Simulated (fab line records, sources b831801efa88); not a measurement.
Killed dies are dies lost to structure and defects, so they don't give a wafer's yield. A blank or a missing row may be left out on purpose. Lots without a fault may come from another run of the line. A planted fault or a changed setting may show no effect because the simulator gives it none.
Which tool did it? | flow sky130 | 6 lots, 18 wafers sampled, at 3 steps of a route of 708

WHAT THE GAUGES READ, wafer by wafer
SKY_CAPM_RS_MEAS_03: measures by four-point-probe.
lot  | measured     | on            | CAPM_TIN_RS (ohm/sq)
L279 | day 37 03:42 | film_metro-01 | 6.82 6.94 6.81
L282 | day 38 08:43 | film_metro-01 | 6.95 6.98 6.94
L291 | day 40 14:42 | film_metro-04 | 6.74 6.80 6.88
L293 | day 41 12:36 | film_metro-04 | 7.05 6.88 6.89
L295 | day 41 21:17 | film_metro-01 | 6.87 6.93 6.83
L299 | day 42 20:25 | film_metro-01 | 6.81 6.86 6.85

WHICH TOOL RAN EACH LOT (tool, then ch and the chambers of the sampled wafers, then the start)
lot  | SKY_METAL3_SPUTTER_00        | SKY_METAL3_SPUTTER_03
L279 | pvd_sputter-01, day 37 03:21 | pvd_sputter-01, day 37 03:26
L282 | pvd_sputter-01, day 38 08:22 | pvd_sputter-01, day 38 08:28
L291 | pvd_sputter-02, day 40 14:22 | pvd_sputter-02, day 40 14:27
L293 | pvd_sputter-04, day 41 12:13 | pvd_sputter-04, day 41 12:19
L295 | pvd_sputter-04, day 41 20:52 | pvd_sputter-04, day 41 20:57
L299 | pvd_sputter-04, day 42 20:02 | pvd_sputter-04, day 42 20:07
- SKY_METAL3_SPUTTER_00: material Ti, target thk 15 nm, time 10 s.
- SKY_METAL3_SPUTTER_03: material Ti, target thk 5 nm, time 3.3 s.

THE ANSWER, worked out from the rows above alone
Rule: what is usual is taken from the lots themselves. Put in order of their means at a reading, lots are off if they are a third of the lots or fewer, leave a main group of 4 or more, and stand apart from it by a gap of 3 or more times the standard deviation of the main group's means; of several such gaps the widest counts. A main group whose means are all the same, to the digits that the tables above print for the reading, isn't used. A lot without any number at a reading at which 4 lots or more have one is off too. The other lots that the step has rows for count as sound.
No lot is off at any reading shown: from this, nothing can be told.

WHAT THE SIMULATOR HAD PUT IN
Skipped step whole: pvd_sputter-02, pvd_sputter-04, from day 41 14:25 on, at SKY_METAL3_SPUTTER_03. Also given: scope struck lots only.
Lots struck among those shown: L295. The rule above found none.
